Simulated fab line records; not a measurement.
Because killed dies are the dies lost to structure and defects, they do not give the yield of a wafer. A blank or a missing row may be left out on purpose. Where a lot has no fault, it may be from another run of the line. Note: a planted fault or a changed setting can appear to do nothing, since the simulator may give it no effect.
Which of the tools did it? || flow sky130 || 15 lots with 45 wafers sampled at 3 steps, on a route of 708 steps

== WHAT EACH GAUGE READ, for each wafer ==
SKY_METAL2_OVL_MEAS_16.
{"lot": "L260", "measured": "day 35 03:57", "on": "overlay-02", "METAL2_OVL (nm)": "-14 -14 -21"}
{"lot": "L261", "measured": "day 36 11:10", "on": "overlay-01", "METAL2_OVL (nm)": "-2 -5 -1"}
{"lot": "L263", "measured": "day 36 13:31", "on": "overlay-01", "METAL2_OVL (nm)": "-7 -3 -16"}
{"lot": "L262", "measured": "day 36 15:16", "on": "overlay-02", "METAL2_OVL (nm)": "0 -3 -1"}
{"lot": "L270", "measured": "day 38 15:10", "on": "overlay-01", "METAL2_OVL (nm)": "-16 -11 -6"}
{"lot": "L271", "measured": "day 38 17:02", "on": "overlay-01", "METAL2_OVL (nm)": "-9 -4 -12"}
{"lot": "L272", "measured": "day 39 07:09", "on": "overlay-01", "METAL2_OVL (nm)": "-12 -7 -9"}
{"lot": "L273", "measured": "day 39 14:34", "on": "overlay-01", "METAL2_OVL (nm)": "-9 -9 0"}
{"lot": "L275", "measured": "day 40 04:02", "on": "overlay-01", "METAL2_OVL (nm)": "-5 -16 -10"}
{"lot": "L276", "measured": "day 40 12:21", "on": "overlay-02", "METAL2_OVL (nm)": "-6 -10 0"}
{"lot": "L277", "measured": "day 40 13:28", "on": "overlay-01", "METAL2_OVL (nm)": "-2 0 -5"}
{"lot": "L278", "measured": "day 41 06:37", "on": "overlay-02", "METAL2_OVL (nm)": "-8 -6 -13"}
{"lot": "L280", "measured": "day 41 14:58", "on": "overlay-01", "METAL2_OVL (nm)": "-11 -5 -6"}
{"lot": "L282", "measured": "day 42 23:20", "on": "overlay-02", "METAL2_OVL (nm)": "-18 -13 -15"}
{"lot": "L281", "measured": "day 43 02:26", "on": "overlay-02", "METAL2_OVL (nm)": "2 -10 -4"}

SKY_VIA2_CD_MEAS_12: target cd 200 nm.
{"lot": "L260", "measured": "day 36 07:26", "on": "cd-sem-01", "cd-nm (nm)": "200.8 200.8 200.0"}
{"lot": "L261", "measured": "day 37 14:32", "on": "cd-sem-02", "cd-nm (nm)": "200.3 200.8 199.1"}
{"lot": "L263", "measured": "day 37 16:35", "on": "cd-sem-02", "cd-nm (nm)": "200.8 201.5 201.9"}
{"lot": "L262", "measured": "day 37 18:20", "on": "cd-sem-01", "cd-nm (nm)": "195.9 197.6 196.6"}
{"lot": "L270", "measured": "day 39 18:07", "on": "cd-sem-02", "cd-nm (nm)": "200.6 201.0 201.5"}
{"lot": "L271", "measured": "day 39 19:31", "on": "cd-sem-02", "cd-nm (nm)": "200.3 201.5 199.0"}
{"lot": "L272", "measured": "day 40 08:43", "on": "cd-sem-01", "cd-nm (nm)": "198.3 197.8 198.9"}
{"lot": "L273", "measured": "day 40 16:26", "on": "cd-sem-01", "cd-nm (nm)": "198.8 198.3 197.6"}
{"lot": "L275", "measured": "day 41 05:56", "on": "cd-sem-01", "cd-nm (nm)": "201.1 201.3 201.6"}
{"lot": "L276", "measured": "day 41 14:01", "on": "cd-sem-01", "cd-nm (nm)": "200.8 200.9 200.1"}
{"lot": "L277", "measured": "day 41 14:41", "on": "cd-sem-02", "cd-nm (nm)": "200.2 199.9 200.0"}
{"lot": "L278", "measured": "day 42 08:10", "on": "cd-sem-02", "cd-nm (nm)": "199.1 201.6 199.9"}
{"lot": "L280", "measured": "day 42 14:49", "on": "cd-sem-02", "cd-nm (nm)": "201.1 202.2 202.7"}
{"lot": "L282", "measured": "day 43 23:17", "on": "cd-sem-02", "cd-nm (nm)": "197.3 197.5 198.4"}
{"lot": "L281", "measured": "day 44 02:47", "on": "cd-sem-02", "cd-nm (nm)": "201.3 200.5 201.5"}

== EACH LOT AND THE TOOL THAT RAN IT (in order: tool; ch and the chambers of the sampled wafers; start) ==
{"lot": "L260", "SKY_METAL2_SPUTTER_02": "pvd-sputter-04, day 34 00:59"}
{"lot": "L261", "SKY_METAL2_SPUTTER_02": "pvd-sputter-01, day 35 09:06"}
{"lot": "L263", "SKY_METAL2_SPUTTER_02": "pvd-sputter-03, day 35 10:34"}
{"lot": "L262", "SKY_METAL2_SPUTTER_02": "pvd-sputter-01, day 35 12:28"}
{"lot": "L270", "SKY_METAL2_SPUTTER_02": "pvd-sputter-01, day 37 12:55"}
{"lot": "L271", "SKY_METAL2_SPUTTER_02": "pvd-sputter-03, day 37 15:12"}
{"lot": "L272", "SKY_METAL2_SPUTTER_02": "pvd-sputter-01, day 38 05:14"}
{"lot": "L273", "SKY_METAL2_SPUTTER_02": "pvd-sputter-03, day 38 13:19"}
{"lot": "L275", "SKY_METAL2_SPUTTER_02": "pvd-sputter-03, day 39 03:04"}
{"lot": "L276", "SKY_METAL2_SPUTTER_02": "pvd-sputter-01, day 39 11:41"}
{"lot": "L277", "SKY_METAL2_SPUTTER_02": "pvd-sputter-03, day 39 12:52"}
{"lot": "L278", "SKY_METAL2_SPUTTER_02": "pvd-sputter-01, day 40 05:47"}
{"lot": "L280", "SKY_METAL2_SPUTTER_02": "pvd-sputter-04, day 40 14:40"}
{"lot": "L282", "SKY_METAL2_SPUTTER_02": "pvd-sputter-01, day 41 23:58"}
{"lot": "L281", "SKY_METAL2_SPUTTER_02": "pvd-sputter-01, day 42 02:30"}
- SKY_METAL2_SPUTTER_02: material AlCu, target thk 250 nm, time 13.3 s.

== AS READ BY THE TOOLS THEMSELVES (means over the sampled wafers that have a number; for cases with no such wafer, the mark the record gives instead) ==
SKY_METAL2_SPUTTER_02.
{"lot": "L260", "tool": "pvd-sputter-04", "throttle-valve-pct (%)": 30.3}
{"lot": "L261", "tool": "pvd-sputter-01", "throttle-valve-pct (%)": 30.9}
{"lot": "L263", "tool": "pvd-sputter-03", "throttle-valve-pct (%)": 30.0}
{"lot": "L262", "tool": "pvd-sputter-01", "throttle-valve-pct (%)": 31.0}
{"lot": "L270", "tool": "pvd-sputter-01", "throttle-valve-pct (%)": 30.8}
{"lot": "L271", "tool": "pvd-sputter-03", "throttle-valve-pct (%)": 29.7}
{"lot": "L272", "tool": "pvd-sputter-01", "throttle-valve-pct (%)": 30.9}
{"lot": "L273", "tool": "pvd-sputter-03", "throttle-valve-pct (%)": 29.6}
{"lot": "L275", "tool": "pvd-sputter-03", "throttle-valve-pct (%)": 29.9}
{"lot": "L276", "tool": "pvd-sputter-01", "throttle-valve-pct (%)": 30.8}
{"lot": "L277", "tool": "pvd-sputter-03", "throttle-valve-pct (%)": 29.1}
{"lot": "L278", "tool": "pvd-sputter-01", "throttle-valve-pct (%)": 31.0}
{"lot": "L280", "tool": "pvd-sputter-04", "throttle-valve-pct (%)": 31.3}
{"lot": "L282", "tool": "pvd-sputter-01", "throttle-valve-pct (%)": 30.9}
{"lot": "L281", "tool": "pvd-sputter-01", "throttle-valve-pct (%)": 31.0}

== THE ANSWER, worked out from the rows above alone ==
Rule: the lots themselves supply what counts as usual. Put in order of their means at a reading, lots are off if they are a third of the lots or fewer, leave a main group of 4 or more, and stand apart from it by a gap of 3 or more times the standard deviation of the main group's means; of several such gaps the widest counts. Not used: any main group whose means are identical at the precision the tables above print for the reading. A lot without any number at a reading at which 4 lots or more have one is off too. The other lots that the step has rows for count as sound. After the gauges, taken in route order, come the tools' own readings; for these a lot's mean is taken, as printed above. The first step at which some lot is off is used, and at that step the reading that is off furthest; a lot without a number counts as furthest.
No lot is off at any reading shown: from this, nothing can be told.

== WHAT THE SIMULATOR HAD INSERTED ==
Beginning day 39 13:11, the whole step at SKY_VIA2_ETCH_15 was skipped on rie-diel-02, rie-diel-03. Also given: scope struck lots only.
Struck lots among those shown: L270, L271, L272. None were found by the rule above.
